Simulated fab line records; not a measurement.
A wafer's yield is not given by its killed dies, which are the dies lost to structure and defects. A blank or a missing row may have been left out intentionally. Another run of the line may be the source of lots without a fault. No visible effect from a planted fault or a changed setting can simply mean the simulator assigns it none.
fab line records -- flow sky130
record lots=13, wafers=39, last_day=50
route steps=708 shown METAL4@601 CAP2M@607 PAD_OPEN@708
lots with no fault: from the same line, run without faults
start_h: hours from the record's opening day to when the first of the lot's shown wafers began -- wait_h: time in hours since the lot's previous step -- " identical to the entry in the row above -- L1.1+2: a single row standing in for several wafers -- - either no value or no given start -- * or withheld: withheld -- < > ~ a bound
route shown NAME@n: a module of which the file shows steps, and the number in the route of the first -- usual: mean/standard deviation of fault-free wafers -- same: alike in all rows -- chamber/n: place in a boat -- sites: the reading at each site -- _std_site: the values' standard deviation -- _edge_site: mean of outer sites minus mean of inner sites -- radius_mm: for every site, how far away it sits from the centre of the wafer -- mask NAME#n: copy n -- behind: tool/chamber where the wafer was last shaped -- hold: why the lot was held/for how many hours/how that ended -- device: whichever transistor did not switch (one of n, p or np) -- end of line: the same wafers' tests at the end of the route -- a step with no rows: only its recipe -- killed: count of dies lost to structure and defects at first sort (not the wafer's yield) -- map: per-die view of a wafer (x killed, . not killed, _ where there is no die)
set.NAME: setting as actually run; set.NAME@STEP: the setting as run at that earlier step -- model.NAME: the simulator's own value behind a step, which no gauge read
route steps across a sampled set of lots; one table per step, one row per wafer
services: the hour from which a tool's chamber was out of use, counted from the record's first day as start_h (under 0 if before that day), plus the number of hours and why
## steps
# step SKY_METAL4_SPUTTER_03
# recipe material=Ti, target_thk_nm=5, power_w=3000, time_s=3.3, chamber_pressure_pa=0.4
# usual throttle_valve_pct=30.3/0.79
# same time_s=3.3
lot.wafer,tool,chamber,start_h,wait_h,throttle_valve_pct
L469.2,pvd_sputter-04,-,923.92,0.0,29.4
L469.3,pvd_sputter-04,-,923.92,0.0,29.9
L469.5,pvd_sputter-04,-,923.92,0.0,30.9
L471.1,pvd_sputter-04,-,943.22,0.0,31.6
L471.2,pvd_sputter-04,-,943.22,0.0,29.4
L471.4,pvd_sputter-04,-,943.22,0.0,29.7
L470.1,pvd_sputter-03,-,950.63,0.0,29.4
L470.5,pvd_sputter-03,-,950.63,0.0,29.4
L470.6,pvd_sputter-03,-,950.63,0.0,30.5
L472.2,pvd_sputter-03,-,952.99,0.0,29.3
L472.4,pvd_sputter-03,-,952.99,0.0,29.4
L472.5,pvd_sputter-03,-,952.99,0.0,30.4
L473.1,pvd_sputter-02,-,953.12,0.0,31.2
L473.2,pvd_sputter-02,-,953.12,0.0,29.5
L473.5,pvd_sputter-02,-,953.12,0.0,31.3
L474.1,pvd_sputter-04,-,966.77,0.0,29.8
L474.4,pvd_sputter-04,-,966.77,0.0,31.2
L474.6,pvd_sputter-04,-,966.77,0.0,30.7
L475.1,pvd_sputter-04,-,977.17,0.0,29.7
L475.4,pvd_sputter-04,-,977.17,0.0,30.0
L475.6,pvd_sputter-04,-,977.17,0.0,30.6
L478.2,pvd_sputter-02,-,999.73,0.0,31.2
L478.4,pvd_sputter-02,-,999.73,0.0,31.1
L478.6,pvd_sputter-02,-,999.73,0.0,31.3
L479.1,pvd_sputter-03,-,1007.29,0.0,29.4
L479.3,pvd_sputter-03,-,1007.29,0.0,30.8
L479.4,pvd_sputter-03,-,1007.29,0.0,29.9
L488.1,pvd_sputter-04,-,1066.78,0.0,29.6
L488.3,pvd_sputter-04,-,1066.78,0.0,29.8
L488.6,pvd_sputter-04,-,1066.78,0.0,31.2
L489.1,pvd_sputter-04,-,1076.06,0.0,31.3
L489.3,pvd_sputter-04,-,1076.06,0.0,29.6
L489.5,pvd_sputter-04,-,1076.06,0.0,29.6
L491.2,pvd_sputter-03,-,1081.96,0.0,30.9
L491.5,pvd_sputter-03,-,1081.96,0.0,29.4
L491.6,pvd_sputter-03,-,1081.96,0.0,29.2
L492.2,pvd_sputter-03,-,1083.89,0.0,29.2
L492.3,pvd_sputter-03,-,1083.89,0.0,29.8
L492.4,pvd_sputter-03,-,1083.89,0.0,29.2
# step SKY_CAP2M_THK_MEAS_04
# recipe thk_meas_gauge=xrf, reads=TiN_of_CAP2M_SPUTTER_02
# usual CAP2M_TIN_THK=197.1/2.7
lot.wafer,tool,chamber,start_h,wait_h,CAP2M_TIN_THK[nm]
L469.2,film_metro-01,-,924.31,0.1,198.8
L469.3,film_metro-01,-,924.31,0.1,197.9
L469.5,film_metro-01,-,924.31,0.1,201.8
L471.1,film_metro-03,-,943.60,0.1,193.3
L471.2,film_metro-03,-,943.60,0.1,194.4
L471.4,film_metro-03,-,943.60,0.1,193.5
L470.1,film_metro-04,-,951.01,0.1,195.0
L470.5,film_metro-04,-,951.01,0.1,195.6
L470.6,film_metro-04,-,951.01,0.1,200.3
L472.2,film_metro-01,-,953.38,0.1,197.6
L472.4,film_metro-01,-,953.38,0.1,198.1
L472.5,film_metro-01,-,953.38,0.1,200.2
L473.1,film_metro-03,-,953.49,0.1,196.4
L473.2,film_metro-03,-,953.49,0.1,197.5
L473.5,film_metro-03,-,953.49,0.1,198.0
L474.1,film_metro-01,-,967.15,0.1,198.2
L474.4,film_metro-01,-,967.15,0.1,199.3
L474.6,film_metro-01,-,967.15,0.1,197.2
L475.1,film_metro-04,-,977.55,0.1,196.0
L475.4,film_metro-04,-,977.55,0.1,195.8
L475.6,film_metro-04,-,977.55,0.1,198.8
L478.2,film_metro-03,-,1000.12,0.1,193.0
L478.4,film_metro-03,-,1000.12,0.1,193.9
L478.6,film_metro-03,-,1000.12,0.1,192.8
L479.1,film_metro-03,-,1007.68,0.1,197.1
L479.3,film_metro-03,-,1007.68,0.1,193.8
L479.4,film_metro-03,-,1007.68,0.1,194.5
L488.1,film_metro-04,-,1067.16,0.1,197.5
L488.3,film_metro-04,-,1067.16,0.1,202.6
L488.6,film_metro-04,-,1067.16,0.1,201.4
L489.1,film_metro-01,-,1076.44,0.1,194.8
L489.3,film_metro-01,-,1076.44,0.1,195.7
L489.5,film_metro-01,-,1076.44,0.1,196.5
L491.2,film_metro-04,-,1082.35,0.1,199.8
L491.5,film_metro-04,-,1082.35,0.1,198.9
L491.6,film_metro-04,-,1082.35,0.1,194.8
L492.2,film_metro-04,-,1084.28,0.1,199.1
L492.3,film_metro-04,-,1084.28,0.1,198.5
L492.4,film_metro-04,-,1084.28,0.1,202.8
# step SKY_METAL4_EXPOSE_10
# recipe mask_id=MM4, na=0.68, source_shape=annular, sigma_inner=0.4, sigma_outer=0.8, target_cd_nm=300, dose_mj=28
lot.wafer,tool,chamber,start_h,wait_h,mask
L469.2+3+5,krf_scanner-01,0,961.44,-,MM4#0
L471.1+2+4,krf_scanner-02,0,980.65,-,MM4#0
L470.1+5+6,krf_scanner-02,0,987.43,-,MM4#0
L472.2+4+5,krf_scanner-02,0,988.96,-,MM4#0
L473.1+2+5,krf_scanner-02,0,990.05,-,MM4#0
L474.1+4+6,krf_scanner-02,0,1003.53,-,MM4#0
L475.1+4+6,krf_scanner-02,0,1013.18,-,MM4#0
L478.2+4+6,krf_scanner-02,0,1034.83,-,MM4#0
L479.1+3+4,krf_scanner-02,0,1042.37,-,MM4#0
L488.1+3+6,krf_scanner-01,0,1098.98,-,MM4#0
L489.1+3+5,krf_scanner-01,0,1107.48,-,MM4#0
L491.2+5+6,krf_scanner-01,0,1114.03,-,MM4#0
L492.2+3+4,krf_scanner-01,0,1115.55,-,MM4#0
# step SKY_METAL4_CD_MEAS_13
# recipe target_cd_nm=300
# usual cd_nm=299.5/1.5
lot.wafer,tool,chamber,start_h,wait_h,hold,cd_nm
L469.2,cd_sem-01,-,973.53,-,-,301.4
L469.3,cd_sem-01,-,973.53,-,-,300.8
L469.5,cd_sem-01,-,973.53,-,-,300.2
L471.1,cd_sem-01,-,991.88,-,-,299.6
L471.2,cd_sem-01,-,991.88,-,-,301.3
L471.4,cd_sem-01,-,991.88,-,-,301.1
L470.1,cd_sem-01,-,999.42,-,-,298.5
L470.5,cd_sem-01,-,999.42,-,-,298.0
L470.6,cd_sem-01,-,999.42,-,-,298.2
L472.2,cd_sem-01,-,1000.79,-,-,302.4
L472.4,cd_sem-01,-,1000.79,-,-,302.0
L472.5,cd_sem-01,-,1000.79,-,-,303.5
L473.1,cd_sem-01,-,1002.21,-,-,301.2
L473.2,cd_sem-01,-,1002.21,-,-,300.4
L473.5,cd_sem-01,-,1002.21,-,-,300.7
L474.1,cd_sem-01,-,1014.63,-,-,300.3
L474.4,cd_sem-01,-,1014.63,-,-,302.3
L474.6,cd_sem-01,-,1014.63,-,-,300.5
L475.1,cd_sem-02,-,1024.96,-,-,297.5
L475.4,cd_sem-02,-,1024.96,-,-,295.1
L475.6,cd_sem-02,-,1024.96,-,-,297.7
L478.2,cd_sem-02,-,1045.80,-,await_dispo/0.2h/release,221.8
L478.4,cd_sem-02,-,1045.80,-,await_dispo/0.2h/release,204.4
L478.6,cd_sem-02,-,1045.80,-,await_dispo/0.2h/release,168.6
L478.2,cd_sem-02,-,1046.08,0.3,-,221.7
L478.4,cd_sem-02,-,1046.08,0.3,-,204.0
L478.6,cd_sem-02,-,1046.08,0.3,-,168.1
L479.1,cd_sem-01,-,1053.27,-,await_dispo/0.2h/release,164.4
L479.3,cd_sem-01,-,1053.27,-,await_dispo/0.2h/release,223.3
L479.4,cd_sem-01,-,1053.27,-,await_dispo/0.2h/release,149.6
L479.1,cd_sem-01,-,1053.56,0.3,-,164.4
L479.3,cd_sem-01,-,1053.56,0.3,-,223.1
L479.4,cd_sem-01,-,1053.56,0.3,-,149.4
L488.1,cd_sem-02,-,1107.81,-,-,300.4
L488.3,cd_sem-02,-,1107.81,-,-,298.5
L488.6,cd_sem-02,-,1107.81,-,-,301.3
L489.1,cd_sem-01,-,1117.48,-,-,299.3
L489.3,cd_sem-01,-,1117.48,-,-,299.4
L489.5,cd_sem-01,-,1117.48,-,-,300.0
L491.2,cd_sem-02,-,1123.33,-,-,298.0
L491.5,cd_sem-02,-,1123.33,-,-,298.9
L491.6,cd_sem-02,-,1123.33,-,-,299.3
L492.2,cd_sem-01,-,1124.76,-,-,299.4
L492.3,cd_sem-01,-,1124.76,-,-,299.0
L492.4,cd_sem-01,-,1124.76,-,-,299.8
# step SKY_METAL4_STRIP_19
# recipe chemistry=O2/N2, power_w=1400, pressure_mtorr=1500, platen_temp_c=withheld, o2_flow_sccm=3000, n2_flow_sccm=300, overash_fraction=0.5
# usual drypump_motor_current_A=5.6/0.45, oes_product_au=0.504/0.0051, strip_time_to_endpoint_s=6.56/0.084
lot.wafer,tool,chamber,start_h,wait_h,drypump_motor_current_A,oes_product_au,rf_hours_counter_h,strip_time_to_endpoint_s
L469.2,plasma_asher-02,1,973.99,0.1,5.4,0.504,83,6.60
L469.3,plasma_asher-02,0,973.99,0.1,5.9,0.496,-,6.54
L469.5,plasma_asher-02,0,973.99,0.1,5.9,0.498,-,6.53
L471.1,plasma_asher-01,0,992.36,0.1,5.3,0.498,53,6.42
L471.2,plasma_asher-01,1,992.36,0.1,6.3,0.506,53,6.46
L471.4,plasma_asher-01,1,992.36,0.1,6.3,0.497,-,6.50
L470.1,plasma_asher-04,1,999.91,0.1,5.1,0.495,27,6.46
L470.5,plasma_asher-04,1,999.91,0.1,5.1,0.509,-,6.55
L470.6,plasma_asher-04,0,999.91,0.1,5.8,0.499,-,6.51
L472.2,plasma_asher-04,1,1001.26,0.1,5.1,0.504,27,6.69
L472.4,plasma_asher-04,0,1001.26,0.1,5.8,0.505,-,6.53
L472.5,plasma_asher-04,1,1001.26,0.1,5.1,0.510,-,6.72
L473.1,plasma_asher-01,0,1002.69,0.1,5.3,0.504,54,6.60
L473.2,plasma_asher-01,1,1002.69,0.1,6.3,0.506,54,6.55
L473.5,plasma_asher-01,1,1002.69,0.1,6.3,0.501,-,6.63
L474.1,plasma_asher-01,1,1015.29,0.3,6.3,0.503,55,6.58
L474.4,plasma_asher-01,0,1015.29,0.3,5.3,0.505,-,6.67
L474.6,plasma_asher-01,0,1015.29,0.3,5.3,0.505,-,6.64
L475.1,plasma_asher-01,1,1025.44,0.1,6.3,0.500,56,6.43
L475.4,plasma_asher-01,1,1025.44,0.1,6.3,0.504,-,6.58
L475.6,plasma_asher-01,0,1025.44,0.1,5.3,0.497,-,6.42
L488.1,plasma_asher-04,1,1108.29,0.1,5.1,0.500,37,6.53
L488.3,plasma_asher-04,1,1108.29,0.1,5.1,0.497,-,6.50
L488.6,plasma_asher-04,0,1108.29,0.1,5.8,0.501,-,6.59
L489.1,plasma_asher-04,1,1117.96,0.1,5.1,0.510,37,6.66
L489.3,plasma_asher-04,1,1117.96,0.1,5.1,0.506,-,6.73
L489.5,plasma_asher-04,0,1117.96,0.1,5.7,0.512,-,6.65
L491.2,plasma_asher-01,0,1123.79,0.1,5.3,0.496,65,6.44
L491.5,plasma_asher-01,1,1123.79,0.1,6.3,0.504,-,6.67
L491.6,plasma_asher-01,0,1123.79,0.1,5.3,0.499,-,6.47
L492.2,plasma_asher-04,1,1125.23,0.1,5.1,0.505,38,6.60
L492.3,plasma_asher-04,0,1125.23,0.1,5.8,0.503,-,6.63
L492.4,plasma_asher-04,1,1125.23,0.1,5.1,0.509,-,6.58
# step SKY_PAD_OPEN_PROBE_99
# usual defect_limited_yield=82.1/1.9, killed_at_M0_to_M3=44/7.3, killed_at_M4_up=3.5/1.8, killed_at_contacts=24/5.8, killed_at_front_end=16/4.3, killed_at_other=0.5/0.68, killed_dies=88/9.4, killed_open=48/6.8, killed_short=40/6.1, sort_bin_3_pad_short=0.9/0.39, sort_bin_5_function=10.5/1.4, sort_bin_6_memory=6.4/1.1, sort_n_pass=404/9.4, sort_yield_pct=82.1/1.9
# same gross_dies=492, killed_at_back_side=0, sort_bin_4_leakage[%]=0, sort_bin_8_speed[%]=0
lot.wafer,tool,chamber,start_h,wait_h,defect_limited_yield[%],killed_at_M0_to_M3,killed_at_M4_up,killed_at_contacts,killed_at_front_end,killed_at_other,killed_dies,killed_open,killed_short,sort_bin_3_pad_short[%],sort_bin_5_function[%],sort_bin_6_memory[%],sort_n_pass,sort_yield_pct[%]
L469.2,prober-02,-,1071.67,0.1,82.3,53,1,18,15,0,87,48,39,0.8,9.6,7.3,405,82.3
L469.3,prober-02,-,1071.72,0.2,83.7,36,5,25,14,0,80,39,41,1.0,10.0,5.3,412,83.7
L469.5,prober-02,-,1071.82,0.2,79.7,47,4,37,11,1,100,54,44,0.4,14.2,5.7,392,79.7
L471.1,prober-01,-,1087.03,0.1,83.9,37,5,27,9,1,79,43,36,0.6,9.8,5.7,413,83.9
L471.2,prober-01,-,1087.08,0.1,81.7,44,5,29,11,1,90,46,44,0.4,11.2,6.7,402,81.7
L471.4,prober-01,-,1087.18,0.2,82.3,40,0,34,13,0,87,40,47,2.0,8.7,6.9,405,82.3
L470.1,prober-02,-,1093.83,0.1,82.5,42,5,22,17,0,86,44,38,0.4,11.2,5.9,406,82.5
L470.5,prober-02,-,1094.03,0.2,78.7,55,4,28,16,2,105,59,44,0.4,13.0,7.9,387,78.7
L470.6,prober-02,-,1094.08,0.2,81.1,50,3,20,20,0,93,48,42,0.6,10.6,7.7,399,81.1
L472.2,prober-01,-,1095.38,0.1,79.9,62,6,18,13,0,99,54,44,1.4,12.0,6.7,393,79.9
L472.4,prober-01,-,1095.48,0.2,85.8,30,3,18,19,0,70,39,30,0.6,8.3,5.3,422,85.8
L472.5,prober-01,-,1095.53,0.2,81.9,41,3,22,23,0,89,52,37,1.2,9.8,7.1,403,81.9
L473.1,prober-02,-,1096.83,0.1,82.1,46,4,24,14,0,88,49,38,0.8,11.8,5.3,404,82.1
L473.2,prober-02,-,1096.88,0.1,82.1,45,2,24,16,1,88,44,44,0.8,11.0,6.1,404,82.1
L473.5,prober-02,-,1097.03,0.2,83.5,33,2,32,13,1,81,45,34,1.2,9.3,5.9,411,83.5
L474.1,prober-01,-,1105.62,0.1,85.6,38,4,12,16,1,71,43,27,0.6,7.7,6.1,421,85.6
L474.4,prober-01,-,1105.77,0.2,85.4,28,2,26,15,1,72,45,27,0.8,9.1,4.7,420,85.4
L474.6,prober-01,-,1105.87,0.2,82.7,45,3,26,11,0,85,43,42,0.8,10.0,6.5,407,82.7
L475.1,prober-02,-,1114.34,0.1,82.5,42,4,28,12,0,86,46,39,1.4,10.2,5.9,406,82.5
L475.4,prober-02,-,1114.49,0.2,81.9,48,1,26,13,1,89,48,41,0.6,11.6,5.9,403,81.9
L475.6,prober-02,-,1114.59,0.2,83.7,49,0,19,12,0,80,36,44,1.0,9.8,5.5,412,83.7
L488.1,prober-01,-,1187.30,0.1,79.7,56,3,24,17,0,100,51,49,0.4,12.6,7.3,392,79.7
L488.3,prober-01,-,1187.40,0.2,80.9,45,6,29,14,0,94,40,53,0.6,10.2,8.3,398,80.9
L488.6,prober-01,-,1187.55,0.2,79.1,50,1,31,20,1,103,54,48,0.6,11.2,9.1,389,79.1
L489.1,prober-01,-,1195.28,0.1,80.9,43,4,35,12,0,94,52,42,1.4,10.4,7.3,398,80.9
L489.3,prober-01,-,1195.38,0.2,83.7,40,3,18,19,0,80,49,31,0.6,8.9,6.7,412,83.7
L489.5,prober-01,-,1195.48,0.2,84.8,40,3,28,4,0,75,42,32,1.0,9.1,5.1,417,84.8
L491.2,prober-02,-,1198.10,0.1,82.5,41,2,26,16,1,86,52,32,1.0,9.3,7.1,406,82.5
L491.5,prober-02,-,1198.25,0.2,81.7,50,4,24,12,0,90,53,37,1.4,11.0,5.9,402,81.7
L491.6,prober-02,-,1198.30,0.2,76.4,59,5,30,19,3,116,62,51,2.2,12.4,8.9,376,76.4
L492.2,prober-01,-,1198.47,0.1,82.9,34,4,30,16,0,84,50,34,0.8,10.0,6.3,408,82.9
L492.3,prober-01,-,1198.52,0.2,83.7,38,3,29,10,0,80,41,39,1.2,9.1,5.9,412,83.7
L492.4,prober-01,-,1198.57,0.2,83.7,40,3,24,13,0,80,42,38,1.0,9.8,5.5,412,83.7
# killed by level:class
L469.2 VIA1:geometric_particle:open=15 METAL2:geometric_particle:short=8 VIA3:geometric_particle:open=8 CONTACT:geometric_particle:open=6 VIA2:geometric_particle:open=5 FIELD_ISO:geometric_particle:open=4 LOCAL_INTERCONNECT:geometric_particle:short=4 VIA1:geometric_particle:short=4
L469.3 VIA1:geometric_particle:open=11 CONTACT:geometric_particle:open=8 LI_CONTACT:geometric_particle:open=6 VIA3:geometric_particle:short=6 LOCAL_INTERCONNECT:geometric_particle:short=5 POLY_GATE:geometric_particle:open=4 POLY_GATE:geometric_particle:short=4 METAL3:geometric_particle:short=4
L469.5 CONTACT:geometric_particle:open=13 VIA1:geometric_particle:open=13 LI_CONTACT:geometric_particle:open=11 VIA1:geometric_particle:short=8 CONTACT:geometric_particle:short=6 METAL1:geometric_particle:short=6 LOCAL_INTERCONNECT:geometric_particle:short=5 METAL2:geometric_particle:short=4
L471.1 CONTACT:geometric_particle:open=13 VIA1:geometric_particle:open=8 LI_CONTACT:geometric_particle:open=6 METAL1:geometric_particle:short=6 CONTACT:geometric_particle:short=5 METAL2:geometric_particle:short=5 VIA2:geometric_particle:open=4 POLY_GATE:geometric_particle:open=3
L471.2 CONTACT:geometric_particle:open=14 VIA1:geometric_particle:open=12 CONTACT:geometric_particle:short=7 METAL2:geometric_particle:short=7 FIELD_ISO:geometric_particle:short=5 VIA1:geometric_particle:short=5 POLY_GATE:geometric_particle:short=4 LI_CONTACT:geometric_particle:open=4
L471.4 CONTACT:geometric_particle:open=11 LI_CONTACT:geometric_particle:open=8 CONTACT:geometric_particle:short=7 METAL2:geometric_particle:short=6 VIA2:geometric_particle:short=6 LOCAL_INTERCONNECT:geometric_particle:short=5 VIA1:geometric_particle:short=5 VIA2:geometric_particle:open=5
L470.1 CONTACT:geometric_particle:open=10 VIA1:geometric_particle:open=9 VIA3:geometric_particle:open=7 CONTACT:geometric_particle:short=6 POLY_GATE:geometric_particle:open=6 METAL1:geometric_particle:short=5 VIA2:geometric_particle:short=5 VIA2:geometric_particle:open=4
L470.5 VIA1:geometric_particle:open=17 CONTACT:geometric_particle:open=15 VIA1:geometric_particle:short=9 VIA3:geometric_particle:open=8 METAL1:geometric_particle:short=6 FIELD_ISO:geometric_particle:short=5 POLY_GATE:geometric_particle:short=4 LOCAL_INTERCONNECT:geometric_particle:short=4
L470.6 VIA1:geometric_particle:open=18 POLY_GATE:geometric_particle:short=7 VIA2:geometric_particle:open=7 FIELD_ISO:geometric_particle:short=6 CONTACT:geometric_particle:short=6 CONTACT:geometric_particle:open=6 VIA1:geometric_particle:short=5 METAL2:geometric_particle:short=5
L472.2 VIA1:geometric_particle:open=14 VIA3:geometric_particle:open=14 METAL1:geometric_particle:short=12 CONTACT:geometric_particle:open=8 VIA1:geometric_particle:short=6 POLY_GATE:geometric_particle:short=5 METAL2:geometric_particle:short=5 CONTACT:geometric_particle:short=4
L472.4 CONTACT:geometric_particle:open=7 FIELD_ISO:geometric_particle:open=6 VIA1:geometric_particle:open=6 CONTACT:geometric_particle:short=4 LI_CONTACT:geometric_particle:open=4 VIA3:geometric_particle:open=4 FIELD_ISO:geometric_particle:short=3 POLY_GATE:geometric_particle:open=3
L472.5 VIA3:geometric_particle:open=9 FIELD_ISO:geometric_particle:open=8 CONTACT:geometric_particle:open=8 LI_CONTACT:geometric_particle:open=7 VIA2:geometric_particle:open=7 VIA1:geometric_particle:open=5 METAL2:geometric_particle:short=5 POLY_GATE:geometric_particle:short=4
L473.1 CONTACT:geometric_particle:open=9 VIA3:geometric_particle:open=9 METAL1:geometric_particle:short=8 VIA1:geometric_particle:open=8 LI_CONTACT:geometric_particle:open=7 VIA2:geometric_particle:open=7 FIELD_ISO:geometric_particle:open=5 POLY_GATE:geometric_particle:short=4
L473.2 VIA1:geometric_particle:open=8 CONTACT:geometric_particle:short=7 METAL2:geometric_particle:short=7 CONTACT:geometric_particle:open=6 LI_CONTACT:geometric_particle:open=6 FIELD_ISO:geometric_particle:open=5 FIELD_ISO:geometric_particle:short=5 VIA2:geometric_particle:open=5
L473.5 CONTACT:geometric_particle:open=13 VIA1:geometric_particle:open=6 VIA3:geometric_particle:open=6 LI_CONTACT:geometric_particle:short=5 LI_CONTACT:geometric_particle:open=5 METAL2:geometric_particle:short=5 FIELD_ISO:geometric_particle:open=4 LOCAL_INTERCONNECT:geometric_particle:short=4
L474.1 VIA2:geometric_particle:open=9 VIA3:geometric_particle:open=7 CONTACT:geometric_particle:open=6 VIA1:geometric_particle:open=5 FIELD_ISO:geometric_particle:open=4 FIELD_ISO:geometric_particle:short=3 LI_CONTACT:geometric_particle:open=3 POLY_GATE:geometric_particle:open=3
L474.4 CONTACT:geometric_particle:open=12 LI_CONTACT:geometric_particle:open=7 VIA1:geometric_particle:open=7 FIELD_ISO:geometric_particle:open=5 VIA3:geometric_particle:open=5 VIA2:geometric_particle:open=4 SPACER:geometric_particle:short=3 LOCAL_INTERCONNECT:geometric_particle:short=3
L474.6 CONTACT:geometric_particle:open=8 VIA1:geometric_particle:open=8 LI_CONTACT:geometric_particle:open=7 VIA1:geometric_particle:short=7 METAL2:geometric_particle:short=7 METAL1:geometric_particle:short=6 POLY_GATE:geometric_particle:open=5 CONTACT:geometric_particle:short=5
L475.1 LI_CONTACT:geometric_particle:open=10 VIA2:geometric_particle:open=8 CONTACT:geometric_particle:open=7 VIA3:geometric_particle:open=6 LOCAL_INTERCONNECT:geometric_particle:short=5 VIA1:geometric_particle:open=5 VIA2:geometric_particle:short=5 POLY_GATE:geometric_particle:open=4
L475.4 VIA1:geometric_particle:open=11 VIA2:geometric_particle:open=10 CONTACT:geometric_particle:open=9 METAL2:geometric_particle:short=7 LI_CONTACT:geometric_particle:open=6 CONTACT:geometric_particle:short=5 POLY_GATE:geometric_particle:short=4 METAL1:geometric_particle:short=4
L475.6 METAL1:geometric_particle:short=9 VIA1:geometric_particle:open=8 LI_CONTACT:geometric_particle:open=7 VIA1:geometric_particle:short=6 VIA3:geometric_particle:open=6 POLY_GATE:geometric_particle:short=5 METAL2:geometric_particle:short=5 CONTACT:geometric_particle:open=4
L488.1 VIA1:geometric_particle:open=13 CONTACT:geometric_particle:short=8 LI_CONTACT:geometric_particle:open=7 METAL1:geometric_particle:short=7 VIA3:geometric_particle:open=7 VIA2:geometric_particle:open=7 POLY_GATE:geometric_particle:short=6 METAL2:geometric_particle:short=5
L488.3 VIA1:geometric_particle:short=12 LOCAL_INTERCONNECT:geometric_particle:short=9 CONTACT:geometric_particle:open=8 VIA2:geometric_particle:open=7 VIA3:geometric_particle:open=5 METAL1:geometric_particle:short=5 VIA1:geometric_particle:open=5 FIELD_ISO:geometric_particle:short=4
L488.6 VIA1:geometric_particle:open=15 CONTACT:geometric_particle:open=12 METAL2:geometric_particle:short=9 METAL1:geometric_particle:short=7 FIELD_ISO:geometric_particle:open=6 LI_CONTACT:geometric_particle:open=6 LOCAL_INTERCONNECT:geometric_particle:short=6 FIELD_ISO:geometric_particle:short=5
L489.1 VIA1:geometric_particle:open=13 LI_CONTACT:geometric_particle:open=12 CONTACT:geometric_particle:open=8 CONTACT:geometric_particle:short=7 METAL2:geometric_particle:short=7 FIELD_ISO:geometric_particle:open=6 LI_CONTACT:geometric_particle:short=5 METAL3:geometric_particle:short=5
L489.3 VIA1:geometric_particle:open=10 CONTACT:geometric_particle:open=7 FIELD_ISO:geometric_particle:open=6 METAL1:geometric_particle:short=6 FIELD_ISO:geometric_particle:short=5 LI_CONTACT:geometric_particle:open=5 VIA2:geometric_particle:open=5 METAL2:geometric_particle:open=4
L489.5 VIA1:geometric_particle:open=10 CONTACT:geometric_particle:open=10 LI_CONTACT:geometric_particle:open=8 METAL1:geometric_particle:short=7 LOCAL_INTERCONNECT:geometric_particle:short=6 METAL2:geometric_particle:short=5 VIA2:geometric_particle:open=5 VIA3:geometric_particle:open=4
L491.2 VIA1:geometric_particle:open=15 CONTACT:geometric_particle:open=9 LI_CONTACT:geometric_particle:open=7 CONTACT:geometric_particle:short=6 POLY_GATE:geometric_particle:open=4 METAL1:geometric_particle:short=4 METAL2:geometric_particle:short=4 VIA2:geometric_particle:open=4
L491.5 LI_CONTACT:geometric_particle:open=10 VIA2:geometric_particle:open=10 VIA1:geometric_particle:open=8 VIA3:geometric_particle:open=8 CONTACT:geometric_particle:open=6 VIA1:geometric_particle:short=5 METAL2:geometric_particle:short=4 LOCAL_INTERCONNECT:geometric_particle:short=4
L491.6 VIA1:geometric_particle:open=15 VIA3:geometric_particle:open=12 LI_CONTACT:geometric_particle:open=8 CONTACT:geometric_particle:open=7 CONTACT:geometric_particle:short=7 VIA1:geometric_particle:short=7 FIELD_ISO:geometric_particle:open=6 LI_CONTACT:geometric_particle:short=6
L492.2 CONTACT:geometric_particle:open=11 VIA1:geometric_particle:open=9 LI_CONTACT:geometric_particle:open=8 FIELD_ISO:geometric_particle:short=7 VIA3:geometric_particle:open=7 POLY_GATE:geometric_particle:short=4 LI_CONTACT:geometric_particle:short=4 LOCAL_INTERCONNECT:geometric_particle:short=4
L492.3 CONTACT:geometric_particle:open=10 LI_CONTACT:geometric_particle:open=7 CONTACT:geometric_particle:short=6 VIA2:geometric_particle:short=6 VIA1:geometric_particle:open=5 VIA1:geometric_particle:short=5 VIA3:geometric_particle:open=5 FIELD_ISO:geometric_particle:open=4
L492.4 VIA1:geometric_particle:open=11 LI_CONTACT:geometric_particle:open=7 CONTACT:geometric_particle:open=7 VIA1:geometric_particle:short=7 VIA2:geometric_particle:open=6 CONTACT:geometric_particle:short=5 METAL2:geometric_particle:short=5 POLY_GATE:geometric_particle:open=4
## services
tool,chamber,start_h,hours,kind
krf_scanner-01,-,902.47,1.0,pm
krf_scanner-02,-,914.91,1.3,pm
krf_scanner-02,-,916.21,1.0,pm
plasma_asher-04,-,939.07,6.7,pm
krf_scanner-01,-,946.19,0.8,pm
krf_scanner-02,-,948.73,15.1,repair
plasma_asher-01,-,949.66,28.1,pm
krf_scanner-01,-,963.97,36.0,pm
plasma_asher-01,-,977.76,2.8,pm
krf_scanner-02,-,1014.31,5.3,repair
plasma_asher-01,-,1033.82,2.5,repair
krf_scanner-01,-,1034.87,1.3,pm
plasma_asher-01,-,1038.57,4.5,repair
krf_scanner-02,-,1038.86,0.8,pm
krf_scanner-01,-,1039.66,0.8,pm
plasma_asher-04,-,1045.63,7.2,repair
pvd_sputter-03,-,1046.33,5.4,repair
plasma_asher-01,-,1064.22,4.4,repair
krf_scanner-01,-,1071.47,1.0,pm
krf_scanner-02,-,1073.22,1.4,repair
plasma_asher-04,-,1084.60,4.6,repair
krf_scanner-02,-,1085.07,1.0,pm
krf_scanner-02,-,1090.81,1.3,pm
krf_scanner-02,-,1106.14,6.8,repair
## key
first_sign step=SKY_METAL4_CD_MEAS_13, reading=visit, direction=added
effect step=SKY_METAL4_CD_MEAS_13, reading=cd_nm, direction=down, sigmas=73, usual=299.5, struck=188.7
met_at SKY_METAL4_EXPOSE_10
struck_lots L478,L479
scrapped_behind SKY_METAL4_CD_MEAS_13 L478.2,L478.4,L478.6,L479.1,L479.3,L479.4
not_acting_at SKY_METAL4_SPUTTER_03,SKY_CAP2M_THK_MEAS_04,SKY_METAL4_STRIP_19
onset_between 1013.18 1034.83
fault kind=process_parameter_drift, tool=krf_scanner-02, chamber=-, onset_h=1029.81, steps=SKY_METAL4_EXPOSE_10, channel=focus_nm, offset=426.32, spread_by_wafer=0.3, shape=step, end_h=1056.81
